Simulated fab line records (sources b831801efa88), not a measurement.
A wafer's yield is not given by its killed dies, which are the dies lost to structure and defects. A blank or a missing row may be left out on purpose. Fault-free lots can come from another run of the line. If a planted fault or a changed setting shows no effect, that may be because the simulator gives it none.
Which tool is to blame? | flow gf180mcu | 39 wafers from 13 lots sampled at 5 of the route's 602 steps

== WHAT EACH GAUGE READ, for each wafer ==
GF_HV_LDD_THK_MEAS_55.
lot  | measured     | on            | HV_LDD_CVD_54_THK (nm)
L531 | day 12 14:44 | film metro-03 | 9.74 9.73 9.87
L532 | day 12 22:56 | film metro-03 | 10.07 10.07 10.11
L533 | day 13 02:44 | film metro-01 | 10.11 10.03 10.16
L534 | day 13 14:23 | film metro-03 | 10.12 10.03 10.10
L535 | day 13 18:09 | film metro-04 | 9.99 9.84 9.95
L537 | day 14 05:49 | film metro-04 | 10.21 10.23 10.18
L539 | day 15 03:47 | film metro-01 | 10.02 9.97 10.13
L540 | day 15 06:36 | film metro-04 | 9.87 9.91 9.91
L542 | day 16 00:56 | film metro-03 | 7.29 7.21 7.31
L543 | day 16 11:59 | film metro-04 | 10.18 10.05 9.93
L544 | day 16 18:45 | film metro-03 | 7.17 7.19 7.19
L545 | day 17 00:27 | film metro-03 | 10.29 10.23 10.28
L554 | day 20 10:18 | film metro-01 | 9.95 9.95 9.89

GF_M1_RS_MEAS_05: measurement is done with a four-point probe.
lot  | measured     | on            | M1_ALCU_RS (ohm/sq)
L531 | day 16 08:29 | film metro-02 | 0.0689 0.0700 0.0699
L532 | day 16 18:49 | film metro-01 | 0.0702 0.0699 0.0697
L533 | day 16 22:14 | film metro-02 | 0.0696 0.0688 0.0687
L534 | day 17 13:06 | film metro-02 | 0.0685 0.0692 0.0684
L535 | day 17 20:17 | film metro-03 | 0.0697 0.0692 0.0693
L537 | day 18 08:23 | film metro-03 | 0.0695 0.0710 0.0705
L539 | day 19 05:25 | film metro-01 | 0.0691 0.0709 0.0704
L540 | day 19 09:17 | film metro-01 | 0.0696 0.0698 0.0688
L542 | day 20 05:15 | film metro-02 | 0.0697 0.0701 0.0697
L543 | day 20 16:34 | film metro-03 | 0.0703 0.0694 0.0703
L544 | day 20 23:52 | film metro-01 | 0.0680 0.0700 0.0691
L545 | day 21 05:17 | film metro-02 | 0.0708 0.0700 0.0690
L554 | day 24 11:24 | film metro-02 | 0.0698 0.0707 0.0695

== WHAT TOOL EACH LOT RAN ON (gives the tool, then ch and the chambers of the sampled wafers, and finally the start) ==
lot  | GF_STI_ETCH_13                    | GF_HV_LDD_CVD_54            | GF_M1_SPUTTER_00
L531 | rie diel-01 ch 0,1,3, day 2 02:38 | lpcvd-02 ch 1, day 12 13:43 | pvd sputter-04, day 16 08:15
L532 | rie diel-01 ch 1,3, day 2 07:13   | lpcvd-01 ch 0, day 12 21:54 | pvd sputter-02, day 16 18:34
L533 | rie diel-02 ch 1,3, day 2 12:01   | lpcvd-02 ch 0, day 13 01:43 | pvd sputter-04, day 16 21:59
L534 | rie diel-02 ch 1,2,3, day 2 18:32 | lpcvd-02 ch 0, day 13 13:22 | pvd sputter-04, day 17 12:53
L535 | rie diel-03 ch 0,1,3, day 2 22:04 | lpcvd-02 ch 0, day 13 17:08 | pvd sputter-02, day 17 20:04
L537 | rie diel-01 ch 0,2,3, day 3 08:39 | lpcvd-02 ch 1, day 14 04:47 | pvd sputter-02, day 18 08:07
L539 | rie diel-03 ch 2,3, day 3 19:19   | lpcvd-01 ch 1, day 15 02:14 | pvd sputter-02, day 19 05:10
L540 | rie diel-01 ch 0,1,3, day 3 23:54 | lpcvd-01 ch 0, day 15 05:34 | pvd sputter-04, day 19 09:03
L542 | rie diel-03 ch 1,2, day 4 10:38   | lpcvd-01 ch 0, day 15 23:54 | pvd sputter-04, day 20 05:01
L543 | rie diel-02 ch 0,1,3, day 4 14:33 | lpcvd-02 ch 0, day 16 10:56 | pvd sputter-02, day 20 16:20
L544 | rie diel-01 ch 0,1,3, day 4 20:14 | lpcvd-01 ch 0, day 16 17:44 | pvd sputter-03, day 20 23:38
L545 | rie diel-03 ch 0,1,3, day 5 02:15 | lpcvd-02 ch 1, day 16 23:26 | pvd sputter-03, day 21 05:04
L554 | rie diel-02 ch 1,2, day 7 02:49   | lpcvd-01 ch 1, day 20 09:17 | pvd sputter-02, day 24 11:11
- GF_STI_ETCH_13: etches the open film in CHF3/O2, stops on Si, target depth 282.31 nm, time 112.9 s.
- GF_HV_LDD_CVD_54: deposits SiO2 from TEOS, target thk 10 nm, time 75 s.
- GF_M1_SPUTTER_00: material Ti, target thk 37.5 nm, time 150 s.

== AS READ BY THE TOOLS THEMSELVES (means over the sampled wafers that have a number; for cases with no such wafer, the mark the record gives instead) ==
GF_STI_ETCH_13.
lot  | tool        | O2_flow_sccm (sccm) | drypump motor current A (A) | oes product au (a.u.) | throttle valve pct (%)
L531 | rie diel-01 | 4.994               | 5.4                         | 0.832                 | 8.813
L532 | rie diel-01 | 4.988               | 5.6                         | 0.830                 | 8.811
L533 | rie diel-02 | 5.008               | 5.5                         | 0.836                 | 8.817
L534 | rie diel-02 | 4.996               | 5.4                         | 0.833                 | 8.804
L535 | rie diel-03 | 5.011               | 5.6                         | 0.825                 | 8.800
L537 | rie diel-01 | 5.014               | 5.4                         | 0.830                 | 8.807
L539 | rie diel-03 | 5.008               | 5.1                         | 0.831                 | 8.808
L540 | rie diel-01 | 5.001               | 5.4                         | 0.829                 | 8.809
L542 | rie diel-03 | 4.996               | 5.1                         | 0.837                 | 8.817
L543 | rie diel-02 | 4.995               | 5.4                         | 0.837                 | 8.821
L544 | rie diel-01 | 4.996               | 5.3                         | 0.840                 | 8.807
L545 | rie diel-03 | 5.012               | 5.6                         | 0.830                 | 8.796
L554 | rie diel-02 | 5.013               | 5.8                         | 0.842                 | 8.814

GF_HV_LDD_CVD_54.
lot  | tool     | zone power centre pct (%)
L531 | lpcvd-02 | 11.9
L532 | lpcvd-01 | 9.3
L533 | lpcvd-02 | 9.9
L534 | lpcvd-02 | 9.9
L535 | lpcvd-02 | 9.9
L537 | lpcvd-02 | 11.9
L539 | lpcvd-01 | 11.1
L540 | lpcvd-01 | 9.3
L542 | lpcvd-01 | 9.3
L543 | lpcvd-02 | 10.0
L544 | lpcvd-01 | 9.4
L545 | lpcvd-02 | 11.9
L554 | lpcvd-01 | 11.1

GF_M1_SPUTTER_00.
lot  | tool           | throttle valve pct (%)
L531 | pvd sputter-04 | 29.3
L532 | pvd sputter-02 | 31.1
L533 | pvd sputter-04 | 29.2
L534 | pvd sputter-04 | 29.3
L535 | pvd sputter-02 | 30.7
L537 | pvd sputter-02 | 30.6
L539 | pvd sputter-02 | 30.1
L540 | pvd sputter-04 | 29.2
L542 | pvd sputter-04 | 29.2
L543 | pvd sputter-02 | 30.4
L544 | pvd sputter-03 | 29.4
L545 | pvd sputter-03 | 29.9
L554 | pvd sputter-02 | 30.2

== THE ANSWER, worked out from the rows above alone ==
Rule: the usual values come from the lots themselves. Put in order of their means at a reading, lots are off if they are a third of the lots or fewer, leave a main group of 4 or more, and stand apart from it by a gap of 3 or more times the standard deviation of the main group's means; of several such gaps the widest counts. A main group whose means are all the same, to the digits that the tables above print for the reading, isn't used. Also off: a lot with no number at a reading for which 4 or more lots have one. All remaining lots with rows at the step are treated as sound. First the gauges in route order, then the tools' own readings, where a lot's mean is used as printed above. At the first step where some lot is off, the reading lying furthest off is the one used; lots without a number count as furthest.
Off: L542, L544, at GF_HV_LDD_THK_MEAS_55 (HV_LDD_CVD_54_THK). For the main group the mean is 10.03 nm and the standard deviation 0.13.
A tool fits if, at a process step before that reading, it ran every lot that is off, and no sound lot after the first of them. Those tools and the gauges at GF_HV_LDD_THK_MEAS_55 are tried in the same way. Of those tried, none fits.

== WHAT HAD BEEN PUT IN BY THE SIMULATOR ==
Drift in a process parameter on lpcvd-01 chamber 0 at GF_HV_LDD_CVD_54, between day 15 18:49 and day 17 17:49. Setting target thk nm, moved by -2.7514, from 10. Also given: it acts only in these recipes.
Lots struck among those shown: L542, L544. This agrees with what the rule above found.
